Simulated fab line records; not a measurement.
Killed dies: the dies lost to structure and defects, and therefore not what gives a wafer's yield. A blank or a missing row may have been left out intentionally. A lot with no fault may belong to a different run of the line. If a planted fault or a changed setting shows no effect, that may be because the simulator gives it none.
The tool behind it: which one? / flow sfqLine / 14 lots with 42 wafers sampled at 3 steps, on a route of 325 steps

== WHAT EACH GAUGE READ, for each wafer ==
SFQ_I6_BOW_MEAS_941.
lot=L961; measured=day 59 01:05; on=filmMetro-03; I6_BOW (um)=-10 -1 -6
lot=L964; measured=day 59 14:52; on=filmMetro-01; I6_BOW (um)=1 5 -6
lot=L966; measured=day 60 22:27; on=filmMetro-02; I6_BOW (um)=-4 5 -9
lot=L971; measured=day 62 11:52; on=filmMetro-02; I6_BOW (um)=-5 -14 -4
lot=L973; measured=day 62 23:17; on=filmMetro-02; I6_BOW (um)=-21 -2 -14
lot=L974; measured=day 63 02:17; on=filmMetro-02; I6_BOW (um)=7 -6 5
lot=L975; measured=day 63 06:27; on=filmMetro-01; I6_BOW (um)=16 -10 -5
lot=L978; measured=day 63 21:38; on=filmMetro-03; I6_BOW (um)=-1 3 0
lot=L979; measured=day 64 01:46; on=filmMetro-01; I6_BOW (um)=-2 17 19
lot=L980; measured=day 65 08:58; on=filmMetro-03; I6_BOW (um)=8 17 13
lot=L981; measured=day 65 11:59; on=filmMetro-01; I6_BOW (um)=21 33 30
lot=L982; measured=day 65 19:16; on=filmMetro-01; I6_BOW (um)=3 -7 -8
lot=L983; measured=day 65 21:23; on=filmMetro-01; I6_BOW (um)=16 4 16
lot=L984; measured=day 66 01:17; on=filmMetro-03; I6_BOW (um)=-8 7 -3

SFQ_M7_RS_MEAS_943: measures by four-point-probe.
lot=L961; measured=day 63 10:50; on=filmMetro-03; M7_NB_RS (ohm/sq)=0.899 0.867 0.866
lot=L964; measured=day 64 03:01; on=filmMetro-04; M7_NB_RS (ohm/sq)=0.883 0.883 0.884
lot=L966; measured=day 65 07:49; on=filmMetro-02; M7_NB_RS (ohm/sq)=0.897 0.892 0.885
lot=L971; measured=day 66 18:39; on=filmMetro-04; M7_NB_RS (ohm/sq)=0.891 0.894 0.876
lot=L973; measured=day 67 09:02; on=filmMetro-02; M7_NB_RS (ohm/sq)=0.898 0.895 0.899
lot=L974; measured=day 67 12:11; on=filmMetro-02; M7_NB_RS (ohm/sq)=0.888 0.886 0.886
lot=L975; measured=day 67 18:10; on=filmMetro-04; M7_NB_RS (ohm/sq)=0.882 0.888 0.871
lot=L978; measured=day 68 15:11; on=filmMetro-02; M7_NB_RS (ohm/sq)=0.899 0.885 0.900
lot=L979; measured=day 68 16:20; on=filmMetro-03; M7_NB_RS (ohm/sq)=0.882 0.879 0.871
lot=L980; measured=day 69 07:57; on=filmMetro-04; M7_NB_RS (ohm/sq)=0.877 0.900 0.900
lot=L981; measured=day 69 10:22; on=filmMetro-02; M7_NB_RS (ohm/sq)=0.875 0.881 0.874
lot=L982; measured=day 69 17:33; on=filmMetro-02; M7_NB_RS (ohm/sq)=0.896 0.895 0.890
lot=L983; measured=day 69 18:48; on=filmMetro-02; M7_NB_RS (ohm/sq)=0.900 0.876 0.881
lot=L984; measured=day 69 23:34; on=filmMetro-04; M7_NB_RS (ohm/sq)=0.880 0.882 0.890

== TOOL THAT RAN EACH LOT (tool first, then ch and the chambers of the sampled wafers, then the start) ==
lot=L961; SFQ_TRILAYER_I5_ETCH_VIA_ETCH_147=rieDiel-02 ch 0,1, day 52 16:01
lot=L964; SFQ_TRILAYER_I5_ETCH_VIA_ETCH_147=rieDiel-03 ch 2,3, day 53 01:37
lot=L966; SFQ_TRILAYER_I5_ETCH_VIA_ETCH_147=rieDiel-02 ch 0,2,3, day 54 07:47
lot=L971; SFQ_TRILAYER_I5_ETCH_VIA_ETCH_147=rieDiel-01 ch 1,2, day 55 17:23
lot=L973; SFQ_TRILAYER_I5_ETCH_VIA_ETCH_147=rieDiel-01 ch 2,3, day 56 23:56
lot=L974; SFQ_TRILAYER_I5_ETCH_VIA_ETCH_147=rieDiel-03 ch 2,3, day 57 10:44
lot=L975; SFQ_TRILAYER_I5_ETCH_VIA_ETCH_147=rieDiel-03 ch 1,2,3, day 57 14:20
lot=L978; SFQ_TRILAYER_I5_ETCH_VIA_ETCH_147=rieDiel-03 ch 0,3, day 58 09:38
lot=L979; SFQ_TRILAYER_I5_ETCH_VIA_ETCH_147=rieDiel-01 ch 1,2,3, day 58 14:26
lot=L980; SFQ_TRILAYER_I5_ETCH_VIA_ETCH_147=rieDiel-02 ch 2,3, day 59 02:26
lot=L981; SFQ_TRILAYER_I5_ETCH_VIA_ETCH_147=rieDiel-01 ch 1,3, day 59 03:38
lot=L982; SFQ_TRILAYER_I5_ETCH_VIA_ETCH_147=rieDiel-02 ch 2,3, day 59 10:50
lot=L983; SFQ_TRILAYER_I5_ETCH_VIA_ETCH_147=rieDiel-03 ch 1,2,3, day 59 13:14
lot=L984; SFQ_TRILAYER_I5_ETCH_VIA_ETCH_147=rieDiel-03 ch 0,2,3, day 59 15:38
- SFQ_TRILAYER_I5_ETCH_VIA_ETCH_147: etches the open film in CHF3, stops on Nb, target depth 360 nm.

== WHAT THE TOOLS THEMSELVES READ (means of the sampled wafers that have a number; where no wafer has one, the mark that the record gives instead) ==
SFQ_TRILAYER_I5_ETCH_VIA_ETCH_147.
lot=L961; tool=rieDiel-02; drypumpMotorCurrentA (A)=6.1; oesProductAu (a.u.)=0.985
lot=L964; tool=rieDiel-03; drypumpMotorCurrentA (A)=5.7; oesProductAu (a.u.)=0.990
lot=L966; tool=rieDiel-02; drypumpMotorCurrentA (A)=6.0; oesProductAu (a.u.)=0.991
lot=L971; tool=rieDiel-01; drypumpMotorCurrentA (A)=6.0; oesProductAu (a.u.)=0.984
lot=L973; tool=rieDiel-01; drypumpMotorCurrentA (A)=5.9; oesProductAu (a.u.)=0.982
lot=L974; tool=rieDiel-03; drypumpMotorCurrentA (A)=5.7; oesProductAu (a.u.)=0.984
lot=L975; tool=rieDiel-03; drypumpMotorCurrentA (A)=5.7; oesProductAu (a.u.)=0.987
lot=L978; tool=rieDiel-03; drypumpMotorCurrentA (A)=5.5; oesProductAu (a.u.)=0.986
lot=L979; tool=rieDiel-01; drypumpMotorCurrentA (A)=5.9; oesProductAu (a.u.)=0.988
lot=L980; tool=rieDiel-02; drypumpMotorCurrentA (A)=5.9; oesProductAu (a.u.)=0.995
lot=L981; tool=rieDiel-01; drypumpMotorCurrentA (A)=5.8; oesProductAu (a.u.)=0.989
lot=L982; tool=rieDiel-02; drypumpMotorCurrentA (A)=5.9; oesProductAu (a.u.)=0.983
lot=L983; tool=rieDiel-03; drypumpMotorCurrentA (A)=5.8; oesProductAu (a.u.)=0.988
lot=L984; tool=rieDiel-03; drypumpMotorCurrentA (A)=5.7; oesProductAu (a.u.)=0.988

== THE ANSWER, worked out from the rows above alone ==
Rule: usual is defined by the lots themselves. The widest of any qualifying gaps counts: lots, ordered by their means at a reading, are off when they make up no more than a third of the lots, leave a main group of 4 or more, and stand apart from it by 3 or more times the standard deviation of that group's means. The tables above print the reading to a certain number of digits; a main group whose means all agree to those digits is not used. A lot without any number at a reading at which 4 lots or more have one is off too. Any other lot the step has rows for is counted as sound. First the gauges in route order, then the tools' own readings, where a lot's mean is used as printed above. At the first step where some lot is off, the reading lying furthest off is the one used; lots without a number count as furthest.
None of the lots is off at any reading shown; this tells nothing.

== WHAT THE SIMULATOR PUT IN ==
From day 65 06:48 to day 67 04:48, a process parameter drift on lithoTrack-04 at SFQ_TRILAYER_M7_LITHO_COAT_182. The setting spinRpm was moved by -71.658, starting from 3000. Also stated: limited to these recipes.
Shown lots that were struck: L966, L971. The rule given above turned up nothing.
